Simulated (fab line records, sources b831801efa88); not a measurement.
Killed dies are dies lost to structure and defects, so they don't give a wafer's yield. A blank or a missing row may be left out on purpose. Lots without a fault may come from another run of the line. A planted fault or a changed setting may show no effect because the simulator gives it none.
Which tool did it? | flow sky130 | 11 lots, 33 wafers sampled, at 5 steps of a route of 708

WHAT THE GAUGES READ, wafer by wafer
SKY_DNWELL_TW_MEAS_09. Usual: DNWELL_TW 1121, standard deviation 11.
lot  | measured    | on            | DNWELL_TW      | flag
L924 | day 3 07:39 | film_metro-03 | 1113 1113 1107 |
L925 | day 3 18:08 | film_metro-03 | 1112 1116 1112 |
L928 | day 4 03:04 | film_metro-02 | 1133 1130 1124 |
L929 | day 4 07:49 | film_metro-02 | 1133 1125 1128 |
L931 | day 4 18:38 | film_metro-02 | 1129 1129 1135 |
L932 | day 4 22:25 | film_metro-03 | 1118 1123 1113 |
L933 | day 5 04:52 | film_metro-04 | 1110 1112 1110 |
L934 | day 5 08:39 | film_metro-02 | 1138 1135 1133 |
L937 | day 6 08:20 | film_metro-03 | 30 30 30       | OFF
L943 | day 7 14:23 | film_metro-03 | 1117 1114 1121 |
L947 | day 8 07:31 | film_metro-04 | 1106 1110 1107 |

SKY_PWDE_TW_MEAS_10. Usual: PWDE_TW 376, standard deviation 3.3.
lot  | measured    | on            | PWDE_TW        | flag
L924 | day 3 23:25 | film_metro-04 | 370 372 374    |
L925 | day 4 10:13 | film_metro-03 | 374 377 375    |
L928 | day 4 20:31 | film_metro-02 | 377 376 379    |
L929 | day 5 01:04 | film_metro-04 | 375 375 375    |
L931 | day 5 11:40 | film_metro-04 | 374 373 372    |
L932 | day 5 15:30 | film_metro-04 | 373 374 374    |
L933 | day 5 22:25 | film_metro-04 | 371 375 374    |
L934 | day 6 01:47 | film_metro-03 | 373 373 373    |
L937 | day 7 03:47 | film_metro-04 | 1128 1125 1132 | OFF
L943 | day 8 10:25 | film_metro-02 | 379 376 380    |
L947 | day 9 04:44 | film_metro-02 | 381 381 379    |

SKY_METAL2_RS_MEAS_05: measures by four-point-probe. Usual: METAL2_ALCU_RS 0.1269 ohm/sq, standard deviation 0.0013.
lot  | measured     | on            | METAL2_ALCU_RS (ohm/sq) | flag
L924 | day 34 01:31 | film_metro-01 | 0.1262 0.1276 0.1260    |
L925 | day 34 18:15 | film_metro-01 | 0.1273 0.1275 0.1278    |
L928 | day 35 08:21 | film_metro-03 | 0.1285 0.1277 0.1287    |
L929 | day 35 19:59 | film_metro-03 | 0.1275 0.1275 0.1274    |
L931 | day 36 08:16 | film_metro-03 | 0.1263 0.1270 0.1280    |
L932 | day 36 14:23 | film_metro-03 | 0.1267 0.1265 0.1261    |
L933 | day 37 01:13 | film_metro-02 | 0.1262 0.1244 0.1257    |
L934 | day 37 05:50 | film_metro-02 | 0.1248 0.1249 0.1243    |
L937 | day 38 14:56 | film_metro-03 | 0.1263 0.1269 0.1264    |
L943 | day 40 05:47 | film_metro-01 | 0.1255 0.1268 0.1256    |
L947 | day 41 01:23 | film_metro-01 | 0.1289 0.1264 0.1262    |

WHICH TOOL RAN EACH LOT (tool, then ch and the chambers of the sampled wafers, then the start)
lot  | SKY_DNWELL_EXPOSE_04               | SKY_METAL2_SPUTTER_00
L924 | iline_stepper-02 ch 0, day 3 00:26 | pvd_sputter-04, day 34 01:21
L925 | iline_stepper-01 ch 0, day 3 09:28 | pvd_sputter-04, day 34 18:04
L928 | iline_stepper-02 ch 0, day 3 19:05 | pvd_sputter-01, day 35 08:11
L929 | iline_stepper-01 ch 0, day 3 23:54 | pvd_sputter-01, day 35 19:50
L931 | iline_stepper-02 ch 0, day 4 09:46 | pvd_sputter-01, day 36 08:08
L932 | iline_stepper-01 ch 0, day 4 14:06 | pvd_sputter-02, day 36 14:15
L933 | iline_stepper-02 ch 0, day 4 20:00 | pvd_sputter-04, day 37 01:05
L934 | iline_stepper-02 ch 0, day 4 23:36 | pvd_sputter-04, day 37 05:38
L937 | iline_stepper-01 ch 0, day 5 22:43 | pvd_sputter-04, day 38 14:48
L943 | iline_stepper-01 ch 0, day 7 04:49 | pvd_sputter-04, day 40 05:36
L947 | iline_stepper-02 ch 0, day 7 21:35 | pvd_sputter-04, day 41 01:12
- SKY_DNWELL_EXPOSE_04: exposes mask DNM, target cd 3000 nm.
- SKY_METAL2_SPUTTER_00: material Ti, target thk 15 nm, time 10 s.

WHAT THE TOOLS THEMSELVES READ (means of the sampled wafers that have a number; where no wafer has one, the mark that the record gives instead)
SKY_DNWELL_EXPOSE_04. Usual: stage_vel_mm_s 499.99 mm/s, standard deviation 0.25.
lot  | tool             | stage_vel_mm_s (mm/s) | flag
L924 | iline_stepper-02 | 500.08                |
L925 | iline_stepper-01 | 499.71                |
L928 | iline_stepper-02 | 500.18                |
L929 | iline_stepper-01 | 500.03                |
L931 | iline_stepper-02 | 499.92                |
L932 | iline_stepper-01 | 500.43                |
L933 | iline_stepper-02 | 500.06                |
L934 | iline_stepper-02 | 500.01                |
L937 | iline_stepper-01 | 499.56                |
L943 | iline_stepper-01 | 500.13                |
L947 | iline_stepper-02 | 499.83                |

SKY_METAL2_SPUTTER_00. Usual: throttle_valve_pct 29.8 %, standard deviation 0.96.
lot  | tool           | throttle_valve_pct (%) | flag
L924 | pvd_sputter-04 | 30.2                   |
L925 | pvd_sputter-04 | 30.2                   |
L928 | pvd_sputter-01 | 29.3                   |
L929 | pvd_sputter-01 | 29.4                   |
L931 | pvd_sputter-01 | 29.4                   |
L932 | pvd_sputter-02 | 28.7                   |
L933 | pvd_sputter-04 | 30.7                   |
L934 | pvd_sputter-04 | 30.6                   |
L937 | pvd_sputter-04 | 30.7                   |
L943 | pvd_sputter-04 | 30.6                   |
L947 | pvd_sputter-04 | 30.3                   |

THE ANSWER, worked out from the rows above alone
Rule: a lot is off if the mean of its wafers that have a number lies more than 3 standard deviations from the usual mean. A lot without any number at a reading at which 4 lots or more have one is off too. The other lots that the step has rows for count as sound. The gauges are gone through in route order, then the tools' own readings, and for those a lot's mean is taken as printed above. The first step at which some lot is off is used, and at that step the reading that is off furthest; a lot without a number counts as furthest.
Off: L937, at SKY_DNWELL_TW_MEAS_09 (DNWELL_TW).
A tool fits if, at a process step before that reading, it ran every lot that is off, and no sound lot after the first of them. The gauges at SKY_DNWELL_TW_MEAS_09 aren't tried: what is off there is off at SKY_PWDE_TW_MEAS_10 too, on other tools, and a gauge's error can't cause that. None of those tried fits.

WHAT THE SIMULATOR HAD PUT IN
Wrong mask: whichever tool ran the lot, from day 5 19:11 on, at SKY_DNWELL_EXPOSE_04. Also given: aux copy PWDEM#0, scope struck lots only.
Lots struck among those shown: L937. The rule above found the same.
